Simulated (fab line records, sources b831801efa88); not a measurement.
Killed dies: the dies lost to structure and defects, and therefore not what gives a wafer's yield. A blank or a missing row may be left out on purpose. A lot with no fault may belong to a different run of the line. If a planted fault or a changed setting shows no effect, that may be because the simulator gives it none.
A lot that was struck, set against a sound lot ; flow sfqLine ; 43 steps out of a route of 325
Sound: wafers L200.2, L200.3, L200.5. The struck wafers were L214.3, L214.5, L214.6. The cause is named last.
Each step with rows lists, per side, the tool, then ch with its chambers, then its first start. Under that, the readings that differ: sound wafers ; struck wafers ; difference of the means ; sigmas: that difference in standard deviations of wafers without a fault.
alike: readings with means less than 2 such deviations apart, plus words and numbers identical on both sides. not compared: withheld readings, readings lacking a value on some wafer, bounds such as >300 that could conceal the same value, and numbers that have no deviation in the record and whose values overlap.
The two part at a step that has a row with sigmas, a row that says differs or no value, or rows on one side only. Non-overlapping numbers with no deviation appear without sigmas and do not part them. A reading missing from all wafers of one side parts the sides only when that side holds two or more wafers.

first, 2 steps without rows for these wafers: SFQ_TRILAYER_JJ_CE_LITHO_PEB_117 (peb time 60 s); SFQ_TRILAYER_JJ_CE_LITHO_DEVELOP_116 (time 60 s).
SFQ_JJ_OVL_MEAS_931:
  struck on overlay-01, day 57 23:02; sound on overlay-02, day 52 07:17
  alike: J5_OVL
then, 9 steps without rows for these wafers: SFQ_TRILAYER_JJ_CE_METRO_MEASURE_117; SFQ_TRILAYER_JJ_CE_BARC_OPEN_RIE_150 (chemistry O2, target BARC, target depth 240 nm, time 80 s); SFQ_TRILAYER_JJ_CE_ETCH_RIE_118 (chemistry SF6, target Nb, stops on Al2O3, time 97.7 s, target depth 170 nm); SFQ_TRILAYER_JJ_ANODIZE_ANODIZE_119; SFQ_TRILAYER_JJ_CE_STRIP_STRIP_120 (strips in O2); SFQ_TRILAYER_JJ_CE_STRIP_SOLV_CLEAN_121 (cleans in NMP, time 600 s); SFQ_TRILAYER_M5_LITHO_COAT_128 (resist thk 62 nm); SFQ_TRILAYER_M5_LITHO_COAT_123 (resist thk 600 nm); SFQ_TRILAYER_M5_LITHO_SOFTBAKE_127.
-- the record jumps here: 4 days lie between the struck wafers' starts before and after --
SFQ_TRILAYER_M5_LITHO_EXPOSE_124: exposes mask M5, target cd 700 nm.
  sound on krfScanner-02 ch 0, day 58 00:01; struck on krfScanner-01 ch 0, day 62 07:13
  alike: mask
then, 2 steps without rows for these wafers: SFQ_TRILAYER_M5_LITHO_PEB_126 (peb time 60 s); SFQ_TRILAYER_M5_LITHO_DEVELOP_125 (time 60 s).
SFQ_M5_OVL_MEAS_932:
  struck on overlay-02, day 62 08:20; sound on overlay-02, day 58 01:20
  alike: M5_OVL
SFQ_TRILAYER_M5_BARC_OPEN_METAL_ETCH_161: etches BARC in O2, target depth 125 nm, time 41.7 s.
  sound on rieMetal-03 ch 0,1, day 58 01:22; struck on rieMetal-02 ch 0,1, day 62 08:23
reading;sound;struck;difference;sigmas
model.M5.cdNm (nm);702.6 700.5 701.4;688.2 689.3 691;-12.0;
  alike: drypumpMotorCurrentA, oesProductAu
  not compared: rfHoursCounterH
SFQ_TRILAYER_M5_ETCH_METAL_ETCH_126: etches Nb in Cl2/BCl3, stops on SiO2, time 203.2 s, target depth 265 nm.
  sound on rieMetal-03 ch 0,1, day 58 01:25; struck on rieMetal-02 ch 0,1, day 62 08:29
reading;sound;struck;difference;sigmas
model.M5.cdNm (nm);703 699 698.6;689.9 691.8 690.7;-9.4;
  alike: drypumpMotorCurrentA, oesProductAu
  not compared: rfHoursCounterH
then, 4 steps without rows for these wafers: SFQ_TRILAYER_M5_STRIP_STRIP_127 (strips in O2); SFQ_TRILAYER_M5_STRIP_SOLV_CLEAN_128 (cleans in NMP, time 600 s); SFQ_TRILAYER_A5B_DEP_PECVD_129 (deposits SiO2 from SiH4/N2O, time 133.33 s, target thk 600 nm); SFQ_TRILAYER_A5B_CMP_CMP_130 (polishes, stops on Nb, target thk 340.7 nm).
SFQ_TRILAYER_A5B_METRO_MEASURE_131:
  struck on filmMetro-04, day 62 12:53; sound on filmMetro-02, day 58 08:28
  alike: thkNm
then, 1 step without rows for these wafers: SFQ_TRILAYER_R5_DEP_SPUTTER_132 (material Ti, target thk 5 nm, time 5 s).
SFQ_TRILAYER_R5_DEP_SPUTTER_133: material MoNx, target thk 40 nm, time 66.7 s.
  struck on pvdSputter-05, day 62 13:42; sound on pvdSputter-05, day 58 09:29
  alike: throttleValvePct
SFQ_TRILAYER_R5_DEP_SPUTTER_134: material Ti, target thk 5 nm, time 5 s.
  struck on pvdSputter-05, day 62 13:45; sound on pvdSputter-05, day 58 09:32
  alike: throttleValvePct
SFQ_R5_RS_MEAS_933: uses a four-point probe to measure.
  struck on filmMetro-01, day 62 13:49; sound on filmMetro-04, day 58 09:34
  alike: R5_MONX_RS
SFQ_R5_THK_MEAS_934: measures by xrf.
  struck on filmMetro-01, day 62 13:55; sound on filmMetro-04, day 58 09:41
  alike: R5_MONX_THK
then, 6 steps without rows for these wafers: SFQ_TRILAYER_R5_LITHO_COAT_141 (resist thk 62 nm); SFQ_TRILAYER_R5_LITHO_COAT_136 (resist thk 600 nm); SFQ_TRILAYER_R5_LITHO_SOFTBAKE_140; SFQ_TRILAYER_R5_LITHO_EXPOSE_137 (exposes mask R5, target cd 500 nm); SFQ_TRILAYER_R5_LITHO_PEB_139 (peb time 60 s); SFQ_TRILAYER_R5_LITHO_DEVELOP_138 (time 60 s).
-- the record jumps here: 5 days lie between the struck wafers' starts before and after --
SFQ_R5_OVL_MEAS_935:
  struck on overlay-01, day 67 13:00; sound on overlay-01, day 62 17:56
  alike: R5_OVL
then, 1 step without rows for these wafers: SFQ_TRILAYER_R5_BARC_OPEN_METAL_ETCH_177 (etches BARC in O2, target depth 125 nm, time 41.7 s).
SFQ_TRILAYER_R5_ETCH_METAL_ETCH_139: etches the open film in Cl2, stops on SiO2, target depth 60 nm, time 40 s.
  sound on rieMetal-02 ch 0,1, day 62 18:01; struck on rieMetal-03 ch 0,1, day 67 13:08
  alike: drypumpMotorCurrentA, oesProductAu
  not compared: rfHoursCounterH
SFQ_TRILAYER_R5_STRIP_STRIP_140: strips in O2.
  sound on rieMetal-02 ch 0,1, day 62 18:05; struck on rieMetal-03 ch 0,1, day 67 13:27
  alike: drypumpMotorCurrentA, oesProductAu, platenTempC
  not compared: rfHoursCounterH
then, 4 steps without rows for these wafers: SFQ_TRILAYER_R5_STRIP_SOLV_CLEAN_141 (cleans in NMP, time 600 s); SFQ_TRILAYER_A5C_DEP_PECVD_142 (deposits SiO2 from SiH4/N2O, time 15.556 s, target thk 70 nm); SFQ_TRILAYER_I5_LITHO_COAT_149 (resist thk 62 nm); SFQ_TRILAYER_I5_LITHO_COAT_144 (resist thk 650 nm).
-- the record jumps here: 21 days lie between the struck wafers' starts before and after --
SFQ_M8_BOW_MEAS_951:
  struck on filmMetro-01, day 88 06:04; sound on filmMetro-02, day 81 20:20
reading;sound;struck;difference;sigmas
model.etest.m5.ohmUm;1.666 1.702 1.682;1.739 1.732 1.717;+0.046;
  alike: M8_BOW

WHERE THEY PART
Nowhere in this record.

WHY: whatever the simulator had introduced
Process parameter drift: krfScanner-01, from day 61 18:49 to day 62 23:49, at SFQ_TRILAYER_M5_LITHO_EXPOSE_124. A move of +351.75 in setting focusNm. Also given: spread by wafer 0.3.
